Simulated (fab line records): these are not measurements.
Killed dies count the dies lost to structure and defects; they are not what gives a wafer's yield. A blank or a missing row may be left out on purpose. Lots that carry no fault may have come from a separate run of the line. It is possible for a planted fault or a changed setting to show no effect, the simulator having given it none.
One fault through the eyes of 2 desks / flow gf180mcu / each desk holds nothing but its own numbers, with what lay behind them at the end

== AT THE METROLOGY DESK ==
What the gauges read for every lot (on any tool): the sampled wafers with a number, averaged. Any lot whose mean is over 4 standard deviations away from the usual mean is out of limits and marked OUT; that distance is given in the brackets.
Columns: A = SAB_CVD_00_THK at GF_SAB_THK_MEAS_01, usual 49.9 nm; B = cd_nm at GF_SAB_CD_MEAS_09, usual 419.6 nm; C = SAB_OVL at GF_SAB_OVL_MEAS_10, usual 1.5 nm
lot=L965; first seen here=day 14 09:37; A=48.9; B=419.4; C=2.1
lot=L967; first seen here=day 15 06:22; A=50.3; B=417.9; C=-0.0
lot=L976; first seen here=day 18 09:06; A=49.6; B=420.0; C=-1.2
lot=L986; first seen here=day 21 23:48; A=49.5; B=421.5; C=-0.4
lot=L988; first seen here=day 22 07:42; A=49.5; B=419.1; C=-0.4
This desk's verdict: no lot among the 5 shows anything out of limits.

== TOOL OWNER'S DESK, wet_bench-04 ==
The tool's own readings at GF_SAB_WET_ETCH_12 (etches SiO2 in dHF, target depth 22 nm, time 440 s): means of the sampled wafers that have a number, for each lot that ran on this tool. Any lot whose mean is over 4 standard deviations away from the usual mean is out of limits and marked OUT; that distance is given in the brackets.
Columns: A = run_length_s at GF_SAB_WET_ETCH_12, usual 466 s
lot=L965; first seen here=day 15 06:55; A=473
lot=L976; first seen here=day 19 09:16; A=540 (+22) OUT
This desk's verdict: out of limits on L976, starting with L976 at day 19 09:16 (run_length_s at GF_SAB_WET_ETCH_12). In limits: L965.

== TAKEN TOGETHER ==
On L976, at day 19 09:16, an alarm was possible from the tool owner's desk.
At the metrology desk, nothing out of limits was observed.
The metrology desk has L976 on record, within its limits.
All the named lots went through GF_SAB_WET_ETCH_12 on wet_bench-04.

== WHAT THE SIMULATOR HAD INSERTED ==
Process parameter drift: wet_bench-04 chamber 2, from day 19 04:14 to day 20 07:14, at GF_SAB_WET_ETCH_12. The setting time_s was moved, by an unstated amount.
Lots struck among those shown: L976.
Time in hours from fault onset to the first out-of-limits reading at each desk: the tool owner's desk, 5.
